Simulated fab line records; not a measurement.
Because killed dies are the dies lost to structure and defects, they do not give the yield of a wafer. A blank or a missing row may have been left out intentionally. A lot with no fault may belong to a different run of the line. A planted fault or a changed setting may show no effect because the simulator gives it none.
Which tool did it? -- flow sky130 -- 72 wafers from 24 lots sampled at 4 of the route's 708 steps

== WHAT THE GAUGES SHOWED, per wafer ==
SKY_VIA3_THK_MEAS_23: measures by xrf.
lot,measured,on,VIA3_W_THK (nm)
L074,day 39 14:53,filmMetro-02,399 399 402
L075,day 40 00:59,filmMetro-01,388 390 387
L076,day 41 04:19,filmMetro-02,406 404 400
L077,day 41 05:29,filmMetro-01,402 398 407
L079,day 41 09:35,filmMetro-03,407 404 405
L078,day 41 11:34,filmMetro-01,396 393 399
L080,day 41 11:45,filmMetro-03,397 396 390
L081,day 41 15:00,filmMetro-03,388 392 396
L082,day 42 08:05,filmMetro-01,398 395 397
L083,day 42 09:59,filmMetro-03,393 389 392
L085,day 42 18:35,filmMetro-03,394 396 400
L084,day 42 19:16,filmMetro-02,394 399 402
L086,day 43 08:55,filmMetro-02,399 404 401
L089,day 44 10:09,filmMetro-01,391 390 387
L087,day 44 13:27,filmMetro-02,401 408 398
L088,day 44 13:40,filmMetro-01,389 398 391
L090,day 44 13:44,filmMetro-03,393 396 396
L091,day 44 15:04,filmMetro-03,396 396 399
L092,day 44 18:02,filmMetro-03,395 399 395
L093,day 44 19:12,filmMetro-03,402 407 406
L094,day 45 06:34,filmMetro-01,387 389 396
L095,day 45 12:01,filmMetro-03,407 413 401
L096,day 45 15:54,filmMetro-02,397 396 398
L097,day 45 18:19,filmMetro-02,399 397 403

SKY_METAL4_OVL_MEAS_14.
lot,measured,on,METAL4_OVL (nm)
L074,day 41 17:11,overlay-01,8 4 0
L075,day 42 02:29,overlay-01,-2 -1 -8
L076,day 43 03:20,overlay-02,10 9 10
L077,day 43 04:23,overlay-02,6 7 10
L079,day 43 09:20,overlay-02,-1 6 6
L078,day 43 10:17,overlay-01,0 -3 -2
L080,day 43 10:47,overlay-02,4 1 1
L081,day 43 13:07,overlay-02,-16 -12 -13
L082,day 44 04:58,overlay-01,12 7 7
L083,day 44 08:25,overlay-02,-1 3 -1
L085,day 44 15:58,overlay-01,6 8 4
L084,day 44 17:10,overlay-01,8 8 7
L086,day 45 05:04,overlay-02,6 8 1
L089,day 46 06:52,overlay-02,3 6 3
L087,day 46 08:35,overlay-01,-3 -3 -6
L088,day 46 09:37,overlay-01,3 4 8
L090,day 46 10:02,overlay-01,9 0 0
L091,day 46 10:18,overlay-01,-1 6 -2
L092,day 46 12:48,overlay-02,11 13 15
L093,day 46 13:30,overlay-01,7 -2 2
L094,day 47 01:20,overlay-02,-2 -2 -5
L095,day 47 05:50,overlay-01,-5 -3 -11
L096,day 47 09:48,overlay-01,-6 -9 -6
L097,day 47 12:40,overlay-01,1 -2 -2

== WHICH TOOL RAN EACH LOT (tool, then ch and the chambers of the sampled wafers, then the start) ==
lot,SKY_CAP2M_SPUTTER_02,SKY_CAP2M_METAL_ETCH_13
L074,"pvdSputter-02, day 39 15:28","rieMetal-04 ch 0,1, day 40 15:53"
L075,"pvdSputter-02, day 40 01:34","rieMetal-01 ch 1, day 41 01:59"
L076,"pvdSputter-01, day 41 04:55","rieMetal-01 ch 1, day 42 04:14"
L077,"pvdSputter-02, day 41 06:04","rieMetal-04 ch 1, day 42 05:08"
L079,"pvdSputter-02, day 41 10:11","rieMetal-01 ch 0,1, day 42 09:30"
L078,"pvdSputter-01, day 41 12:09","rieMetal-01 ch 0,1, day 42 11:14"
L080,"pvdSputter-02, day 41 12:21","rieMetal-02 ch 0,1, day 42 11:29"
L081,"pvdSputter-01, day 41 15:36","rieMetal-01 ch 0,1, day 42 14:11"
L082,"pvdSputter-01, day 42 08:40","rieMetal-04 ch 0,1, day 43 06:27"
L083,"pvdSputter-03, day 42 10:34","rieMetal-01 ch 0,1, day 43 09:20"
L085,"pvdSputter-02, day 42 19:17","rieMetal-04 ch 0,1, day 43 17:02"
L084,"pvdSputter-01, day 42 19:53","rieMetal-04 ch 0,1, day 43 18:06"
L086,"pvdSputter-02, day 43 09:31","rieMetal-02 ch 0,1, day 44 07:11"
L089,"pvdSputter-01, day 44 10:44","rieMetal-04 ch 0,1, day 45 08:47"
L087,"pvdSputter-01, day 44 14:07","rieMetal-01 ch 0,1, day 45 11:08"
L088,"pvdSputter-01, day 44 14:14","rieMetal-04 ch 0,1, day 45 11:25"
L090,"pvdSputter-03, day 44 14:25","rieMetal-01 ch 0,1, day 45 11:41"
L091,"pvdSputter-01, day 44 15:38","rieMetal-01 ch 0,1, day 45 13:16"
L092,"pvdSputter-01, day 44 18:37","rieMetal-01 ch 0,1, day 45 15:52"
L093,"pvdSputter-02, day 44 19:47","rieMetal-04 ch 0,1, day 45 16:19"
L094,"pvdSputter-01, day 45 07:08","rieMetal-01 ch 0,1, day 46 04:05"
L095,"pvdSputter-01, day 45 12:36","rieMetal-01 ch 0,1, day 46 09:36"
L096,"pvdSputter-03, day 45 16:31","rieMetal-04 ch 0,1, day 46 12:43"
L097,"pvdSputter-03, day 45 18:55","rieMetal-01 ch 0,1, day 46 15:57"
- SKY_CAP2M_SPUTTER_02: material TiN, target thk 200 nm, time 166.7 s.
- SKY_CAP2M_METAL_ETCH_13: etches TiN in Cl2/BCl3, stops on SiO2, target depth 220 nm, time 62.9 s.

== WHAT THE TOOLS THEMSELVES READ (means of the sampled wafers that have a number; where no wafer has one, the mark that the record gives instead) ==
SKY_CAP2M_SPUTTER_02.
lot,tool,substrateTempC (C),throttleValvePct (%)
L074,pvdSputter-02,299.92,30.8
L075,pvdSputter-02,300.13,30.7
L076,pvdSputter-01,300.08,29.6
L077,pvdSputter-02,300.13,30.7
L079,pvdSputter-02,299.91,31.1
L078,pvdSputter-01,300.06,30.3
L080,pvdSputter-02,300.17,30.5
L081,pvdSputter-01,300.02,29.6
L082,pvdSputter-01,300.01,29.6
L083,pvdSputter-03,299.93,30.9
L085,pvdSputter-02,300.37,30.8
L084,pvdSputter-01,300.07,29.2
L086,pvdSputter-02,299.87,30.6
L089,pvdSputter-01,300.10,29.9
L087,pvdSputter-01,300.04,29.7
L088,pvdSputter-01,300.05,30.0
L090,pvdSputter-03,300.14,30.2
L091,pvdSputter-01,299.94,30.2
L092,pvdSputter-01,300.02,29.0
L093,pvdSputter-02,300.08,30.6
L094,pvdSputter-01,299.91,29.7
L095,pvdSputter-01,299.88,30.2
L096,pvdSputter-03,300.10,30.8
L097,pvdSputter-03,299.82,30.6

SKY_CAP2M_METAL_ETCH_13.
lot,tool,drypumpMotorCurrentA (A),oesProductAu (a.u.),throttleValvePct (%)
L074,rieMetal-04,5.1,0.934,21.897
L075,rieMetal-01,6.2,0.933,21.909
L076,rieMetal-01,6.2,0.933,21.908
L077,rieMetal-04,5.0,0.937,21.904
L079,rieMetal-01,5.8,0.947,21.888
L078,rieMetal-01,5.5,0.936,21.908
L080,rieMetal-02,5.9,0.950,21.896
L081,rieMetal-01,5.8,0.931,21.912
L082,rieMetal-04,5.1,0.942,21.904
L083,rieMetal-01,5.8,0.944,21.887
L085,rieMetal-04,5.1,0.941,21.904
L084,rieMetal-04,5.1,0.937,21.902
L086,rieMetal-02,5.9,0.951,21.892
L089,rieMetal-04,5.1,0.943,21.909
L087,rieMetal-01,5.5,0.949,21.888
L088,rieMetal-04,5.0,0.934,21.902
L090,rieMetal-01,5.5,0.941,21.901
L091,rieMetal-01,5.5,0.925,21.903
L092,rieMetal-01,5.5,0.940,21.906
L093,rieMetal-04,5.0,0.943,21.905
L094,rieMetal-01,5.5,0.935,21.899
L095,rieMetal-01,5.8,0.938,21.892
L096,rieMetal-04,5.1,0.950,21.894
L097,rieMetal-01,5.5,0.948,21.904

== THE ANSWER, worked out from the rows above alone ==
Rule: usual is defined by the lots themselves. The widest of any qualifying gaps counts: lots, ordered by their means at a reading, are off when they make up no more than a third of the lots, leave a main group of 4 or more, and stand apart from it by 3 or more times the standard deviation of that group's means. If all means in a main group match to the digits the tables above print for the reading, that group is not used. Also off: a lot with no number at a reading for which 4 or more lots have one. All remaining lots with rows at the step are treated as sound. The gauges are gone through in route order, then the tools' own readings, and for those a lot's mean is taken as printed above. The first step at which some lot is off is used, and at that step the reading that is off furthest; a lot without a number counts as furthest.
Across all readings shown, no lot is off: no conclusion can be drawn from this.

== WHAT THE SIMULATOR PUT IN ==
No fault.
